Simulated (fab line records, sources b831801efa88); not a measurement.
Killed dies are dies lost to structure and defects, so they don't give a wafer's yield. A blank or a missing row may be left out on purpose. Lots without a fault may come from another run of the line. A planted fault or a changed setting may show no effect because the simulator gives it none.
fab line records | flow sky130
record lots=6 wafers=18 last_day=50
route steps=708 shown METAL3@561 VIA3@573 PAD_OPEN@708
lots that met no fault: from a run of the same line without faults
start_h: hours from the record's first day to the start of the lot's first wafer shown | wait_h: hours since the lot's step before | " the same as in the row above | L1.1+2: a row that stands for several wafers | - no value, or no start given | * or withheld: withheld | < > ~ a bound
route shown NAME@n: a module of which the file shows steps, and the number in the route of the first | usual: mean/standard deviation of fault-free wafers | same: alike in all rows | chamber/n: place in a boat | sites: the reading at each site | _std_site: their standard deviation | _edge_site: outer sites' mean less inner sites' | radius_mm: how far each site lies from the wafer's centre | mask NAME#n: copy n | behind: the tool/chamber that last shaped the wafer | hold: why the lot was held/for how many hours/how that ended | device: the transistor (n, p or np) that didn't switch | end of line: the same wafers' tests at the end of the route | a step without rows: its recipe alone | killed: dies lost to structure and defects at the first sort, not the wafer's yield | map: a wafer's dies, x killed, . not, _ none there
set.NAME: the setting as run; set.NAME@STEP: as run at that earlier step | model.NAME: the simulator's own value behind a step, which no gauge read
lots at some steps of the route; a table a step, a row a wafer
services: from which hour (start_h, from the record's first day; less than 0 if before it) a tool's chamber was out of use, for how many hours, and why
## steps
# step SKY_METAL3_PEB_11
# recipe peb_temp_c=withheld peb_time_s=withheld resist=KrF-thick
# step SKY_METAL3_DEVELOP_12
# recipe develop_time_s=60 resist=KrF-thick dev_temp_c=21
# step SKY_METAL3_CD_MEAS_13
# recipe target_cd_nm=300
# usual cd_nm=299.7/1.6
# columns lot.wafer tool chamber start_h wait_h cd_nm
L526.3 cd_sem-01 - 937.81 - 298.0
L526.4 " - " " 296.9
L526.5 " - " " 296.9
L534.1 cd_sem-01 - 994.97 - 297.9
L534.3 " - " " 297.1
L534.6 " - " " 296.8
L535.3 cd_sem-01 - 1004.29 - 299.8
L535.4 " - " " 299.2
L535.5 " - " " 300.2
L536.2 cd_sem-01 - 1027.12 - 300.7
L536.4 " - " " 299.2
L536.6 " - " " 299.0
L537.1 cd_sem-02 - 1031.35 - 299.1
L537.5 " - " " 297.2
L537.6 " - " " 297.7
L541.1 cd_sem-02 - 1054.45 - 300.6
L541.3 " - " " 299.9
L541.4 " - " " 299.8
# step SKY_METAL3_OVL_MEAS_14
# usual METAL3_OVL=-3/5.1
# columns lot.wafer tool chamber start_h wait_h METAL3_OVL[nm]
L526.3 overlay-02 - 937.90 0.1 -15
L526.4 " - " " -5
L526.5 " - " " -11
L534.1 overlay-02 - 995.09 0.1 1
L534.3 " - " " -2
L534.6 " - " " 0
L535.3 overlay-01 - 1004.38 0.1 -3
L535.4 " - " " 1
L535.5 " - " " -1
L536.2 overlay-01 - 1027.22 0.1 8
L536.4 " - " " 4
L536.6 " - " " 6
L537.1 overlay-02 - 1031.47 0.1 -3
L537.5 " - " " -4
L537.6 " - " " -2
L541.1 overlay-01 - 1054.57 0.1 1
L541.3 " - " " -3
L541.4 " - " " -3
# step SKY_METAL3_DESCUM_15
# recipe chemistry=O2 source_power_w=150 bias_power_w=0 pressure_mtorr=10 temp_c=40 time_s=8
# usual chamber_pressure_mTorr=10.001/0.0094 drypump_motor_current_A=5.5/0.42 oes_product_au=1.002/0.0083
# same time_s=8
# columns lot.wafer tool chamber start_h wait_h chamber_pressure_mTorr drypump_motor_current_A oes_product_au rf_hours_counter_h
L526.3 rie_metal-02 0 937.95 0.0 10.009 6.2 1.006 -
L526.4 " 0 " " 10.000 6.2 0.995 -
L526.5 " 0 " " 10.004 6.2 1.004 -
L534.1 rie_metal-01 0 995.12 0.0 10.016 6.0 1.009 20
L534.3 " 1 " " 10.020 5.2 1.003 -
L534.6 " 0 " " 9.998 6.0 1.002 -
L535.3 rie_metal-03 1 1004.42 0.0 9.999 5.5 1.016 -
L535.4 " 0 " " 10.000 5.1 1.000 -
L535.5 " 0 " " 10.000 5.1 1.001 -
L536.2 rie_metal-03 0 1027.25 0.0 9.998 5.1 1.003 12
L536.4 " 1 " " 10.006 5.6 1.007 -
L536.6 " 1 " " 9.987 5.6 1.012 -
L537.1 rie_metal-01 1 1031.50 0.0 9.994 5.2 0.992 19
L537.5 " 1 " " 10.009 5.2 0.990 -
L537.6 " 0 " " 10.006 6.0 1.013 -
L541.1 rie_metal-03 0 1054.60 0.0 10.000 5.1 0.984 13
L541.3 " 0 " " 10.007 5.1 0.988 -
L541.4 " 1 " " 10.006 5.5 0.998 -
# step SKY_METAL3_ETCH_16
# recipe chemistry=N2/H2 target=BARC ion_energy_ev=200 bias_w=100 pressure_mtorr=30 n2_flow_sccm=100 h2_flow_sccm=200 icp_w=500 stop_on=SiO2 time_s=88.2 target_depth_a=600
# usual chamber_pressure_mTorr=30.004/0.028 drypump_motor_current_A=5.5/0.42 oes_product_au=0.626/0.0045 throttle_valve_pct=13.205/0.009
# same time_s=88.2
# columns lot.wafer tool chamber start_h wait_h chamber_pressure_mTorr drypump_motor_current_A oes_product_au rf_hours_counter_h throttle_valve_pct
L526.3 rie_metal-02 0 938.05 0.1 30.005 6.2 0.631 - 13.209
L526.4 " 0 " " 30.011 6.2 0.624 - 13.202
L526.5 " 0 " " 29.999 6.2 0.620 - 13.223
L534.1 rie_metal-01 0 995.16 0.0 30.015 6.0 0.625 20 13.194
L534.3 " 1 " " 30.065 5.2 0.619 - 13.193
L534.6 " 0 " " 29.931 6.0 0.622 - 13.217
L535.3 rie_metal-03 1 1004.47 0.0 30.017 5.5 0.627 - 13.215
L535.4 " 0 " " 29.979 5.1 0.622 - 13.206
L535.5 " 0 " " 29.981 5.1 0.629 - 13.195
L536.2 rie_metal-03 0 1027.29 0.0 29.993 5.1 0.634 12 13.202
L536.4 " 1 " " 29.982 5.5 0.633 - 13.205
L536.6 " 1 " " 29.998 5.5 0.622 - 13.193
L537.1 rie_metal-01 1 1031.54 0.0 30.026 5.3 0.627 19 13.207
L537.5 " 1 " " 29.974 5.2 0.628 - 13.206
L537.6 " 0 " " 29.995 6.0 0.637 - 13.195
L541.1 rie_metal-03 0 1054.64 0.0 29.992 5.1 0.627 13 13.225
L541.3 " 0 " " 30.013 5.1 0.616 - 13.207
L541.4 " 1 " " 29.960 5.6 0.619 - 13.215
# step SKY_METAL3_ETCH_17
# recipe target=SiO2 stop_on=TiN chemistry=C4F8/O2/Ar source_w=1500 bias_w=1200 pressure_mtorr=40 c4f8_flow_sccm=withheld O2_flow_sccm=6 Ar_flow_sccm=300 time_s=3.9 target_depth_a=150
# usual chamber_pressure_mTorr=40.00/0.035 oes_product_au=0.756/0.0071
# same time_s=3.9
# columns lot.wafer tool chamber start_h wait_h chamber_pressure_mTorr oes_product_au rf_hours_counter_h
L526.3 rie_diel-02 0 938.18 0.1 40.05 0.752 10
L526.4 " 0 " " 39.98 0.750 -
L526.5 " 1 " " 40.04 0.745 -
L534.1 rie_diel-04 3 995.26 0.1 39.97 0.745 13
L534.3 " 0 " " 40.07 0.741 14
L534.6 " 3 " " 39.97 0.757 -
L535.3 rie_diel-02 0 1004.53 0.0 40.04 0.761 12
L535.4 " 1 " " 40.03 0.752 7
L535.5 " 1 " " 40.06 0.767 -
L536.2 rie_diel-04 2 1027.38 0.1 39.93 0.761 17
L536.4 " 3 " " 40.05 0.762 14
L536.6 " 1 " " 39.95 0.765 -
L537.1 rie_diel-02 0 1031.63 0.1 40.02 0.752 13
L537.5 " 1 " " 39.98 0.746 -
L537.6 " 2 " " 40.02 0.758 -
L541.1 rie_diel-01 1 1054.73 0.1 40.02 0.743 23
L541.3 " 3 " " 40.04 0.754 24
L541.4 " 0 " " 40.01 0.754 22
# step SKY_METAL3_METAL_ETCH_18
# recipe target_depth_a=8450 stop_on=SiO2 over_etch_frac=0.3 time_s=183.1 chemistry=Cl2/BCl3 resist_sidewall_deg=88 pressure_mtorr=10 icp_w=900 bias_w=48.5 Cl2_flow_sccm=60 bcl3_flow_sccm=30
# step SKY_METAL3_STRIP_19
# recipe chemistry=O2/N2 power_w=1400 pressure_mtorr=1500 platen_temp_c=withheld o2_flow_sccm=3000 n2_flow_sccm=300 overash_fraction=0.5
# step SKY_METAL3_STRIP_20
# recipe chemistry=post_etch_residue_remover time_s=1200 temp_c=72.5
# step SKY_METAL3_CLEAN_21
# recipe chemistry=IPA time_s=180 temp_c=25
# step SKY_METAL3_CLEAN_22
# recipe chemistry=O3/DIW dry=n2_spin
# step SKY_VIA3_HDPCVD_00
# recipe material=SiO2 target_thk_nm=1635 sigma_open_frac=0.3 time_s=272.5 temp_c=400 sih4_flow_sccm=60 pressure_mtorr=6
# usual pressure_mtorr=6.000/0.011 run_length_s=300.8/0.6 time_s=272.5/0
# columns lot.wafer tool chamber start_h wait_h pressure_mtorr run_length_s time_s
L526.3 hdpcvd-01 1 938.99 0.0 6.011 300.9 272.5
L526.4 " 2 " " 6.001 299.9 272.5
L526.5 " 0 " " 6.007 299.6 272.5
L534.1 hdpcvd-02 2 996.04 0.0 - - -
L534.3 " 1 " " - - -
L534.6 " 1 " " - - -
L535.3 hdpcvd-02 2 1005.33 0.0 - - -
L535.4 " 2 " " - - -
L535.5 " 0 " " - - -
L536.2 hdpcvd-01 2 1028.19 0.0 6.014 299.9 272.5
L536.4 " 2 " " 6.012 300.0 272.5
L536.6 " 1 " " 5.993 301.5 272.5
L537.1 hdpcvd-01 1 1032.47 0.0 6.000 301.3 272.5
L537.5 " 1 " " 6.003 301.2 272.5
L537.6 " 2 " " 5.993 300.4 272.5
L541.1 hdpcvd-02 1 1055.76 0.0 6.002 300.3 272.5
L541.3 " 2 " " 6.004 301.1 272.5
L541.4 " 2 " " 5.990 301.4 272.5
# step SKY_VIA3_CMP_02
# recipe material=SiO2 down_force_psi=4 platen_rpm=60 pad_velocity_m_s=0.94248
# usual edge_zone_pressure_frac=1.000/0.0049 head_pressure_psi=4.001/0.0095 motor_current_A=11.7/0.98 slurry_filter_dp_kPa=13.49/0.14
# columns lot.wafer tool chamber start_h wait_h edge_zone_pressure_frac head_pressure_psi motor_current_A slurry_filter_dp_kPa
L526.3 cmp-02 2 939.31 0.1 0.994 4.002 11.8 13.51
L526.4 " 3 " " 1.002 3.998 12.1 13.62
L526.5 " 0 " " 0.994 4.012 11.9 13.48
L534.1 cmp-02 3 996.32 0.1 1.008 4.012 11.2 13.55
L534.3 " 0 " " 1.002 3.990 11.5 13.43
L534.6 " 3 " " 1.004 4.001 11.1 13.39
L535.3 cmp-02 0 1005.58 0.1 1.005 3.993 11.7 13.40
L535.4 " 3 " " 1.002 3.998 11.6 13.39
L535.5 " 0 " " 1.005 4.011 11.0 13.47
L536.4 cmp-02 2 1028.46 0.1 1.002 3.998 12.3 13.34
L536.2 " 0 " " 0.995 4.027 11.0 13.65
L536.6 " 1 " " 0.998 3.991 11.3 13.48
L537.1 cmp-01 1 1032.82 0.2 1.008 4.001 10.5 13.41
L537.6 " 3 " " 1.001 4.006 11.6 13.50
L537.5 " 0 " " 0.999 3.986 11.3 13.32
L541.3 cmp-01 0 1055.99 0.0 1.008 4.005 11.6 13.48
L541.1 " 2 " " 0.998 4.017 14.6 13.68
L541.4 " 3 " " 1.006 4.012 11.1 13.44
# step SKY_VIA3_BOW_MEAS_03
# recipe mode=bow
# usual VIA3_BOW=77/8.1
# columns lot.wafer tool chamber start_h wait_h VIA3_BOW[um]
L526.3 film_metro-01 - 939.55 0.2 100
L526.4 " - " " 102
L526.5 " - " " 77
L534.1 film_metro-04 - 996.57 0.2 92
L534.3 " - " " 89
L534.6 " - " " 77
L535.3 film_metro-04 - 1005.92 0.3 84
L535.4 " - " " 95
L535.5 " - " " 95
L536.2 film_metro-01 - 1028.73 0.1 74
L536.4 " - " " 91
L536.6 " - " " 78
L537.1 film_metro-04 - 1033.02 0.1 82
L537.5 " - " " 75
L537.6 " - " " 67
L541.1 film_metro-03 - 1056.29 0.1 70
L541.3 " - " " 79
L541.4 " - " " 80
# step SKY_VIA3_DEHYDRATE_04
# recipe temp_c=200 time_s=60
# step SKY_VIA3_HMDS_05
# recipe prime_time_s=60 prime_temp_c=120
# step SKY_VIA3_COAT_06
# recipe resist=BARC temp_c=withheld time_s=withheld spin_rpm=3000 resist_thk_nm=60
# step SKY_VIA3_COAT_07
# recipe resist=KrF-thick spin_rpm=3000 resist_thk_nm=450
# step SKY_VIA3_SOFTBAKE_08
# recipe temp_c=100 time_s=90 resist=KrF-thick
# step SKY_VIA3_EXPOSE_09
# recipe mask_id=VIM3 na=0.8 source_shape=annular sigma_inner=0.55 sigma_outer=0.85 target_cd_nm=200 dose_mj=38
# step SKY_VIA3_PEB_10
# recipe peb_temp_c=withheld peb_time_s=withheld resist=KrF-thick
# step SKY_VIA3_DEVELOP_11
# recipe develop_time_s=60 resist=KrF-thick dev_temp_c=21
# step SKY_VIA3_CD_MEAS_12
# recipe target_cd_nm=200
# usual cd_nm=200.3/1.4
# columns lot.wafer tool chamber start_h wait_h cd_nm
L526.3 cd_sem-01 - 964.13 - 198.5
L526.4 " - " " 199.6
L526.5 " - " " 200.1
L534.1 cd_sem-02 - 1019.74 - 199.2
L534.3 " - " " 201.6
L534.6 " - " " 200.1
L535.3 cd_sem-01 - 1028.31 - 199.9
L535.4 " - " " 199.5
L535.5 " - " " 199.9
L536.2 cd_sem-01 - 1051.29 - 197.8
L536.4 " - " " 198.3
L536.6 " - " " 197.4
L537.1 cd_sem-02 - 1055.62 - 201.0
L537.5 " - " " 201.1
L537.6 " - " " 200.7
L541.1 cd_sem-01 - 1077.07 - 203.2
L541.3 " - " " 203.7
L541.4 " - " " 204.7
# step SKY_VIA3_OVL_MEAS_13
# usual VIA3_OVL=1/5.8
# columns lot.wafer tool chamber start_h wait_h VIA3_OVL[nm]
L526.3 overlay-02 - 964.22 0.1 -3
L526.4 " - " " -6
L526.5 " - " " 4
L534.1 overlay-02 - 1019.86 0.1 4
L534.3 " - " " 8
L534.6 " - " " -2
L535.3 overlay-02 - 1028.40 0.1 0
L535.4 " - " " 12
L535.5 " - " " 10
L536.2 overlay-01 - 1051.40 0.1 -3
L536.4 " - " " -1
L536.6 " - " " -1
L537.1 overlay-01 - 1055.74 0.1 -2
L537.5 " - " " -3
L537.6 " - " " 0
L541.1 overlay-01 - 1077.19 0.1 15
L541.3 " - " " 10
L541.4 " - " " 12
# step SKY_VIA3_ETCH_14
# recipe chemistry=N2/H2 target=BARC ion_energy_ev=200 source_w=500 bias_w=100 pressure_mtorr=30 n2_flow_sccm=100 h2_flow_sccm=200 stop_on=SiO2 time_s=45.9 target_depth_a=600
# usual chamber_pressure_mTorr=29.999/0.025 drypump_motor_current_A=5.6/0.38 oes_product_au=0.855/0.0045 throttle_valve_pct=13.226/0.0081
# same time_s=45.9
# columns lot.wafer tool chamber start_h wait_h chamber_pressure_mTorr drypump_motor_current_A oes_product_au rf_hours_counter_h throttle_valve_pct
L526.3 rie_diel-03 3 964.25 0.0 30.019 5.9 0.852 5 13.233
L526.4 " 1 " " 29.952 5.8 0.862 23 13.212
L526.5 " 3 " " 30.011 5.9 0.855 - 13.233
L534.1 rie_diel-04 3 1019.90 0.0 30.025 6.1 0.849 14 13.223
L534.3 " 2 " " 29.998 5.5 0.863 16 13.226
L534.6 " 1 " " 29.993 6.1 0.857 - 13.223
L535.3 rie_diel-03 3 1028.42 0.0 30.000 5.9 0.858 7 13.216
L535.4 " 2 " " 30.026 6.0 0.861 9 13.226
L535.5 " 3 " " 29.966 5.8 0.856 - 13.218
L536.2 rie_diel-01 1 1051.43 0.0 29.966 5.3 0.846 22 13.236
L536.4 " 3 " " 30.012 6.0 0.861 24 13.223
L536.6 " 1 " " 29.956 5.2 0.861 - 13.224
L537.1 rie_diel-01 0 1055.77 0.0 30.012 5.2 0.851 22 13.240
L537.5 " 1 " " 29.967 5.3 0.857 - 13.224
L537.6 " 0 " " 30.037 5.2 0.854 - 13.229
L541.1 rie_diel-04 1 1077.23 0.0 29.986 6.1 0.861 27 13.221
L541.3 " 0 " " 30.009 5.5 0.858 16 13.233
L541.4 " 3 " " 29.984 6.2 0.855 15 13.213
# step SKY_VIA3_ETCH_15
# recipe target=SiO2 chemistry=C4F8/O2/Ar target_depth_nm=507 stop_on=TiN mask_material=KrF-thick source_w=1500 bias_w=1200 pressure_mtorr=40 c4f8_flow_sccm=withheld O2_flow_sccm=6 Ar_flow_sccm=300 time_s=78
# usual chamber_pressure_mTorr=40.00/0.037 oes_product_au=0.947/0.0046
# same time_s=78
# columns lot.wafer tool chamber start_h wait_h chamber_pressure_mTorr oes_product_au rf_hours_counter_h model.etch.depth_nm
L526.3 rie_diel-03 3 964.29 0.0 39.94 0.947 5 465.1
L526.4 " 1 " " 39.97 0.951 23 465.6
L526.5 " 3 " " 40.01 0.940 - 464.7
L534.1 rie_diel-04 3 1019.94 0.0 40.03 0.375 14 0
L534.3 " 2 " " 40.01 0.383 16 0
L534.6 " 1 " " 39.94 0.379 - 0
L535.3 rie_diel-03 3 1028.47 0.0 40.04 0.374 7 0
L535.4 " 2 " " 40.00 0.376 9 0
L535.5 " 3 " " 39.94 0.375 - 0
L536.2 rie_diel-01 1 1051.47 0.0 40.00 0.948 22 465.1
L536.4 " 3 " " 40.00 0.945 24 466.3
L536.6 " 1 " " 39.98 0.945 - 467.5
L537.1 rie_diel-01 0 1055.82 0.0 39.99 0.949 22 464
L537.5 " 1 " " 40.02 0.949 - 465.4
L537.6 " 0 " " 39.99 0.954 - 467.6
L541.1 rie_diel-04 1 1077.27 0.0 40.01 0.943 27 465.8
L541.3 " 0 " " 39.94 0.952 16 466.1
L541.4 " 3 " " 40.02 0.946 15 467.1
# step SKY_VIA3_STRIP_16
# recipe chemistry=O2/N2 power_w=1400 pressure_mtorr=1500 platen_temp_c=withheld o2_flow_sccm=3000 n2_flow_sccm=300 overash_fraction=0.5
# step SKY_PAD_OPEN_PROBE_99
# usual defect_limited_yield=82.3/2.1 killed_at_M0_to_M3=44/7.2 killed_at_M4_up=3.1/1.7 killed_at_contacts=24/5.2 killed_at_front_end=15/4.1 killed_at_other=0.3/0.61 killed_dies=87/10 killed_on_rim=17/3.8 killed_open=48/7.5 killed_short=39/6.6 sort_bin_3_pad_short=0.8/0.39 sort_bin_5_function=10.4/1.7 sort_bin_6_memory=6.5/1.1 sort_n_pass=405/10 sort_yield_pct=82.3/2.1
# same gross_dies=492 killed_at_back_side=0 sort_bin_4_leakage[%]=0 sort_bin_8_speed[%]=0
# columns lot.wafer tool chamber start_h wait_h defect_limited_yield[%] killed_at_M0_to_M3 killed_at_M4_up killed_at_contacts killed_at_front_end killed_at_other killed_dies killed_on_rim killed_open killed_short sort_bin_3_pad_short[%] sort_bin_5_function[%] sort_bin_6_memory[%] sort_n_pass sort_yield_pct[%]
L526.3 prober-01 - 1105.13 0.2 81.1 42 3 22 26 0 93 16 62 31 0.4 12.2 6.3 399 81.1
L526.4 prober-01 - 1105.18 0.2 82.3 41 5 25 16 0 87 16 44 43 0.8 10.0 6.9 405 82.3
L526.5 prober-01 - 1105.23 0.2 81.5 43 2 27 19 0 91 17 51 40 0.8 10.8 6.9 401 81.5
L534.1 prober-01 - 1149.39 0.1 0 482 0 5 4 1 492 96 15 4 23.4 73.4 3.3 0 0
L534.3 prober-01 - 1149.49 0.2 0 478 0 7 7 0 492 96 10 9 26.6 72.2 1.2 0 0
L534.6 prober-01 - 1149.64 0.2 0 485 1 5 1 0 492 96 9 6 25.6 71.1 3.3 0 0
L535.3 prober-02 - 1157.21 0.2 0 484 1 1 4 2 492 96 7 6 23.6 73.2 3.3 0 0
L535.4 prober-02 - 1157.26 0.2 0 478 3 8 3 0 492 96 8 7 23.8 74.0 2.2 0 0
L535.5 prober-02 - 1157.31 0.2 0 484 0 3 3 2 492 96 10 4 22.8 73.8 3.5 0 0
L536.2 prober-01 - 1173.02 0.1 82.5 50 6 14 16 0 86 14 50 35 0.4 12.6 4.5 406 82.5
L536.4 prober-01 - 1173.12 0.2 82.3 50 4 20 12 1 87 17 45 40 0.8 10.6 6.3 405 82.3
L536.6 prober-01 - 1173.22 0.2 80.7 55 1 26 13 0 95 19 57 37 0.8 13.8 4.7 397 80.7
L537.1 prober-02 - 1179.12 0.1 83.5 37 3 25 16 0 81 16 46 35 0.6 9.6 6.3 411 83.5
L537.5 prober-02 - 1179.32 0.2 82.1 42 1 24 21 0 88 22 46 42 0.8 12.2 4.9 404 82.1
L537.6 prober-02 - 1179.37 0.2 81.1 55 4 15 19 0 93 18 54 39 1.2 9.8 7.9 399 81.1
L541.1 prober-01 - 1196.09 0.1 76.2 66 6 33 12 0 117 20 70 47 1.2 15.4 7.1 375 76.2
L541.3 prober-01 - 1196.19 0.2 81.5 45 4 21 19 2 91 16 50 40 0.8 12.0 5.7 401 81.5
L541.4 prober-01 - 1196.24 0.2 80.7 57 4 28 6 0 95 18 44 51 1.2 11.2 6.9 397 80.7
# killed by level:class
L526.3 CONTACT:geometric_particle:open=10 VIA1:geometric_particle:open=10 VIA2:geometric_particle:open=9 POLY_GATE:geometric_particle:open=8 LI_CONTACT:geometric_particle:open=7 SPACER:geometric_particle:open=5 METAL1:geometric_particle:short=5 METAL2:geometric_particle:short=5
L526.4 VIA1:geometric_particle:open=13 CONTACT:geometric_particle:short=9 FIELD_ISO:geometric_particle:open=6 CONTACT:geometric_particle:open=5 VIA1:geometric_particle:short=4 METAL2:geometric_particle:short=4 VIA2:geometric_particle:open=4 VIA3:geometric_particle:open=4
L526.5 VIA1:geometric_particle:open=12 CONTACT:geometric_particle:short=9 CONTACT:geometric_particle:open=9 VIA3:geometric_particle:open=8 FIELD_ISO:geometric_particle:open=6 METAL1:geometric_particle:short=6 METAL2:geometric_particle:short=5 POLY_GATE:geometric_particle:open=4
L534.1 VIA3:lost_pattern=472 VIA1:geometric_particle:open=4 POLY_GATE:geometric_particle:open=2 LI_CONTACT:geometric_particle:open=2 VIA2:geometric_particle:open=2 FIELD_ISO:geometric_particle:open=1 FIELD_ISO:geometric_particle:short=1 LOCAL_INTERCONNECT:geometric_particle:open=1
L534.3 VIA3:lost_pattern=471 LI_CONTACT:geometric_particle:open=5 POLY_GATE:geometric_particle:short=3 POLY_GATE:geometric_particle:open=2 VIA1:geometric_particle:short=2 VIA2:geometric_particle:open=2 SPACER:geometric_particle:open=1 SPACER:geometric_particle:short=1
L534.6 VIA3:lost_pattern=476 VIA1:geometric_particle:open=4 LI_CONTACT:geometric_particle:open=2 FIELD_ISO:geometric_particle:short=1 LOCAL_INTERCONNECT:geometric_particle:short=1 CONTACT:geometric_particle:short=1 CONTACT:geometric_particle:open=1 METAL1:geometric_particle:open=1
L535.3 VIA3:lost_pattern=476 METAL1:geometric_particle:short=3 FIELD_ISO:geometric_particle:open=2 CAP2M:area_expose=2 POLY_GATE:geometric_particle:open=1 VIA3:geometric_particle:open=1 POLY_CUT:geometric_particle:open=1 LI_CONTACT:geometric_particle:open=1
L535.4 VIA3:lost_pattern=475 CONTACT:geometric_particle:open=3 POLY_GATE:geometric_particle:short=2 LOCAL_INTERCONNECT:geometric_particle:open=2 CONTACT:geometric_particle:short=2 VIA2:geometric_particle:open=2 METAL4:geometric_particle:short=2 SPACER:geometric_particle:short=1
L535.5 VIA3:lost_pattern=475 VIA2:geometric_particle:open=4 CONTACT:geometric_particle:open=2 CAP2M:area_expose=2 FIELD_ISO:geometric_particle:open=1 POLY_GATE:geometric_particle:open=1 SPACER:geometric_particle:short=1 LOCAL_INTERCONNECT:geometric_particle:short=1
L536.2 VIA1:geometric_particle:open=10 VIA2:geometric_particle:open=7 VIA3:geometric_particle:open=7 CONTACT:geometric_particle:open=7 METAL2:geometric_particle:short=7 VIA1:geometric_particle:short=6 METAL4:geometric_particle:short=5 METAL1:geometric_particle:open=4
L536.4 VIA1:geometric_particle:open=12 METAL1:geometric_particle:short=9 VIA1:geometric_particle:short=7 LI_CONTACT:geometric_particle:open=6 CONTACT:geometric_particle:open=6 VIA3:geometric_particle:open=6 VIA2:geometric_particle:short=5 LOCAL_INTERCONNECT:geometric_particle:short=4
L536.6 VIA1:geometric_particle:open=17 CONTACT:geometric_particle:open=10 METAL2:geometric_particle:short=9 VIA2:geometric_particle:open=9 LI_CONTACT:geometric_particle:open=7 POLY_GATE:geometric_particle:open=4 POLY_GATE:geometric_particle:short=4 LOCAL_INTERCONNECT:geometric_particle:short=4
L537.1 CONTACT:geometric_particle:open=11 VIA1:geometric_particle:open=10 METAL1:geometric_particle:short=6 VIA2:geometric_particle:open=5 FIELD_ISO:geometric_particle:open=4 LI_CONTACT:geometric_particle:open=4 VIA2:geometric_particle:short=4 VIA3:geometric_particle:open=4
L537.5 CONTACT:geometric_particle:open=12 VIA2:geometric_particle:open=9 METAL1:geometric_particle:short=7 POLY_GATE:geometric_particle:short=6 LI_CONTACT:geometric_particle:open=5 LOCAL_INTERCONNECT:geometric_particle:short=5 VIA1:geometric_particle:short=5 METAL2:geometric_particle:short=5
L537.6 METAL1:geometric_particle:short=12 VIA3:geometric_particle:open=11 VIA1:geometric_particle:open=9 VIA2:geometric_particle:open=8 CONTACT:geometric_particle:open=7 METAL2:geometric_particle:short=7 FIELD_ISO:geometric_particle:open=4 POLY_GATE:geometric_particle:short=4
L541.1 VIA1:geometric_particle:open=22 VIA3:geometric_particle:open=10 CONTACT:geometric_particle:open=10 LI_CONTACT:geometric_particle:open=9 LOCAL_INTERCONNECT:geometric_particle:short=6 VIA2:geometric_particle:open=6 METAL2:geometric_particle:short=6 CONTACT:geometric_particle:short=5
L541.3 METAL1:geometric_particle:short=12 VIA1:geometric_particle:open=9 LI_CONTACT:geometric_particle:open=7 FIELD_ISO:geometric_particle:open=6 VIA2:geometric_particle:open=6 CONTACT:geometric_particle:open=5 VIA3:geometric_particle:open=5 FIELD_ISO:geometric_particle:short=3
L541.4 VIA1:geometric_particle:short=8 VIA3:geometric_particle:open=8 LI_CONTACT:geometric_particle:open=7 CONTACT:geometric_particle:open=7 VIA1:geometric_particle:open=7 METAL1:geometric_particle:short=7 VIA2:geometric_particle:open=7 CONTACT:geometric_particle:short=6
# map L534.1 (x killed, . not)
__________xxxxxxxxxx_________
________xxxxxxxxxxxxxx_______
______xxxxxxxxxxxxxxxxxx_____
_____xxxxxxxxxxxxxxxxxxxx____
____xxxxxxxxxxxxxxxxxxxxxx___
___xxxxxxxxxxxxxxxxxxxxxxxx__
__xxxxxxxxxxxxxxxxxxxxxxxxxx_
_xxxxxxxxxxxxxxxxxxxxxxxxxxxx
_xxxxxxxxxxxxxxxxxxxxxxxxxxxx
_xxxxxxxxxxxxxxxxxxxxxxxxxxxx
_xxxxxxxxxxxxxxxxxxxxxxxxxxxx
_xxxxxxxxxxxxxxxxxxxxxxxxxxxx
_xxxxxxxxxxxxxxxxxxxxxxxxxxxx
_xxxxxxxxxxxxxxxxxxxxxxxxxxxx
_xxxxxxxxxxxxxxxxxxxxxxxxxxxx
__xxxxxxxxxxxxxxxxxxxxxxxxxx_
___xxxxxxxxxxxxxxxxxxxxxxxx__
____xxxxxxxxxxxxxxxxxxxxxx___
_____xxxxxxxxxxxxxxxxxxxx____
______xxxxxxxxxxxxxxxxxx_____
________xxxxxxxxxxxxxx_______
__________xxxxxxxxxx_________
# map L535.3 (x killed, . not)
__________xxxxxxxxxx_________
________xxxxxxxxxxxxxx_______
______xxxxxxxxxxxxxxxxxx_____
_____xxxxxxxxxxxxxxxxxxxx____
____xxxxxxxxxxxxxxxxxxxxxx___
___xxxxxxxxxxxxxxxxxxxxxxxx__
__xxxxxxxxxxxxxxxxxxxxxxxxxx_
_xxxxxxxxxxxxxxxxxxxxxxxxxxxx
_xxxxxxxxxxxxxxxxxxxxxxxxxxxx
_xxxxxxxxxxxxxxxxxxxxxxxxxxxx
_xxxxxxxxxxxxxxxxxxxxxxxxxxxx
_xxxxxxxxxxxxxxxxxxxxxxxxxxxx
_xxxxxxxxxxxxxxxxxxxxxxxxxxxx
_xxxxxxxxxxxxxxxxxxxxxxxxxxxx
_xxxxxxxxxxxxxxxxxxxxxxxxxxxx
__xxxxxxxxxxxxxxxxxxxxxxxxxx_
___xxxxxxxxxxxxxxxxxxxxxxxx__
____xxxxxxxxxxxxxxxxxxxxxx___
_____xxxxxxxxxxxxxxxxxxxx____
______xxxxxxxxxxxxxxxxxx_____
________xxxxxxxxxxxxxx_______
__________xxxxxxxxxx_________
## services
# columns tool chamber start_h hours kind
rie_diel-04 2 918.50 6.0 repair
rie_diel-02 1 922.87 1.2 repair
rie_metal-01 - 925.09 1.0 repair
rie_diel-01 3 931.31 23.7 repair
rie_diel-02 3 943.60 7.1 repair
hdpcvd-01 - 950.25 15.0 pm
cmp-01 - 955.08 1.2 repair
rie_diel-01 0 956.89 9.9 repair
hdpcvd-01 - 965.25 2.8 pm
cmp-01 - 966.97 1.0 repair
hdpcvd-02 - 968.00 2.8 pm
cmp-02 - 970.35 5.6 pm
rie_diel-01 - 974.10 2.8 pm
hdpcvd-01 - 982.11 1.8 repair
rie_diel-01 2 984.63 15.8 repair
rie_metal-01 - 1000.67 4.0 pm
cmp-01 - 1002.27 7.2 pm
hdpcvd-02 - 1010.30 2.5 repair
rie_diel-03 0 1022.98 1.6 repair
rie_diel-03 1 1024.50 2.0 repair
rie_diel-04 1 1037.13 7.0 repair
cmp-02 - 1042.69 8.5 pm
rie_metal-01 0 1050.49 5.9 repair
rie_diel-03 3 1064.07 7.6 repair
## key
first_sign step=SKY_VIA3_HDPCVD_00 reading=tool_record direction=missing
effect step=SKY_VIA3_ETCH_15 reading=oes_product_au direction=down sigmas=99+ usual=0.947 struck=0.377
effect step=SKY_PAD_OPEN_PROBE_99 reading=sort_bin_3_pad_short direction=up sigmas=61 usual=0.8 struck=24.3
model_effect step=SKY_VIA3_ETCH_15 value=etch.depth_nm without=464.5 struck=0
met_at SKY_VIA3_HDPCVD_00
struck_wafers L534.1,L534.3,L534.6,L535.3,L535.4,L535.5
later_rows_left_out L534.1,L534.3,L534.6,L535.3,L535.4,L535.5
fault kind=skipped_step_whole tool=hdpcvd-02 chamber=- onset_h=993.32 steps=SKY_VIA3_HDPCVD_00 scope=struck_lots_only
# later_rows_left_out: the simulator's readings of these wafers behind a module that went badly wrong aren't trusted and aren't shown, but for the sort
